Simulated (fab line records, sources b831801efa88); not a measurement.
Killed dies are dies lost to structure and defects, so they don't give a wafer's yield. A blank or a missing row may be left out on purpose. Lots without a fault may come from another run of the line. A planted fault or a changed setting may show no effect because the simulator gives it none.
A struck lot beside a sound one | flow sky130 | 16 steps out of a route of 708
Sound: wafers L996.1, L996.5, L996.6. Struck: wafer L998.3. (L998.1 of the same lot was not struck and is left out.) The cause comes at the end.
At each step with rows: each side's tool, then ch and its chambers, then its first start. Under that, the readings that differ: sound wafers | struck wafers | difference of the means | sigmas: that difference in standard deviations of wafers without a fault.
alike: readings whose means differ by less than 2 such deviations, and words and numbers that are the same on both sides. not compared: withheld readings, readings that some wafer has no value for, bounds like >300 that may hide the same value, and numbers for which the record gives no deviation and whose values overlap.
The two part at a step that has a row with sigmas, a row that says differs or no value, or rows on one side only. Numbers that don't overlap but have no deviation are shown without sigmas and don't part them. A reading that every wafer of one side lacks parts them only if that side has two wafers or more.

first, 2 steps without rows for these wafers: SKY_VT_ADJUST_PCH_PEB_05; SKY_VT_ADJUST_PCH_DEVELOP_06 (develop time 60 s).
SKY_VT_ADJUST_PCH_OVL_MEAS_07:
  sound on overlay-02, day 11 12:50; struck on overlay-02, day 12 06:00
  alike: VT_ADJUST_PCH_OVL
then, 1 step without rows for these wafers: SKY_VT_ADJUST_PCH_IMPLANT_08.
SKY_VT_ADJUST_PCH_STRIP_09: strips in O2/N2.
  sound on plasma_asher-03 ch 0,1, day 11 13:02; struck on plasma_asher-03 ch 1, day 12 06:11
  alike: drypump_motor_current_A, oes_product_au, strip_time_to_endpoint_s
  not compared: rf_hours_counter_h
SKY_VT_ADJUST_PCH_TW_MEAS_10:
  sound on film_metro-01, day 11 13:08; struck on film_metro-03, day 12 06:17
  alike: VT_ADJUST_PCH_TW
then, 6 steps without rows for these wafers: SKY_SONOS_TUNNEL_DEHYDRATE_00 (time 60 s); SKY_SONOS_TUNNEL_HMDS_01 (prime time 60 s); SKY_SONOS_TUNNEL_COAT_02 (resist thk 1140 nm); SKY_SONOS_TUNNEL_SOFTBAKE_03 (time 60 s); SKY_SONOS_TUNNEL_EXPOSE_04 (exposes mask TUNM, target cd 410 nm); SKY_SONOS_TUNNEL_PEB_05.
SKY_SONOS_TUNNEL_DEVELOP_06: develop time 60 s.
  sound on litho_track-03 ch 0, day 12 12:38; struck on litho_track-03 ch 0, day 13 04:20
SKY_SONOS_TUNNEL_CD_MEAS_07: target cd 410 nm.
  sound on cd_sem-02, day 12 12:47; struck on cd_sem-02, day 13 04:29
  reading    | sound             | struck | difference | sigmas
  cd_nm (nm) | 409.1 410.0 408.5 | 308.0  | -101.2     | -46
SKY_SONOS_TUNNEL_OVL_MEAS_08:
  sound on overlay-01, day 12 12:54; struck on overlay-01, day 13 04:36
  alike: SONOS_TUNNEL_OVL
-- the record jumps here: 34 days lie between the struck wafers' starts before and after (it left off in module SONOS_TUNNEL and takes up again in module PAD_OPEN, whose first step shown is number 708 of the route) --
SKY_PAD_OPEN_PROBE_99:
  sound on prober-01, day 47 13:32; struck on prober-02, day 47 14:47
  reading                              | sound                   | struck  | difference | sigmas
  killed_at_front_end                  | 14 13 11                | 22      | +9         | +2
  killed_short                         | 34 29 34                | 47      | +15        | +2
  model.etest.sonos_uncharged.vt_v (V) | -0.4561 -0.4443 -0.4391 | -0.4321 | +0.0144    |
  alike: killed_at_M0_to_M3, killed_at_M4_up, killed_at_contacts, killed_at_other, killed_dies, killed_on_rim, killed_open

WHERE THEY PART
First at SKY_SONOS_TUNNEL_CD_MEAS_07; last, within this record, at SKY_PAD_OPEN_PROBE_99.

WHY: what the simulator had put in
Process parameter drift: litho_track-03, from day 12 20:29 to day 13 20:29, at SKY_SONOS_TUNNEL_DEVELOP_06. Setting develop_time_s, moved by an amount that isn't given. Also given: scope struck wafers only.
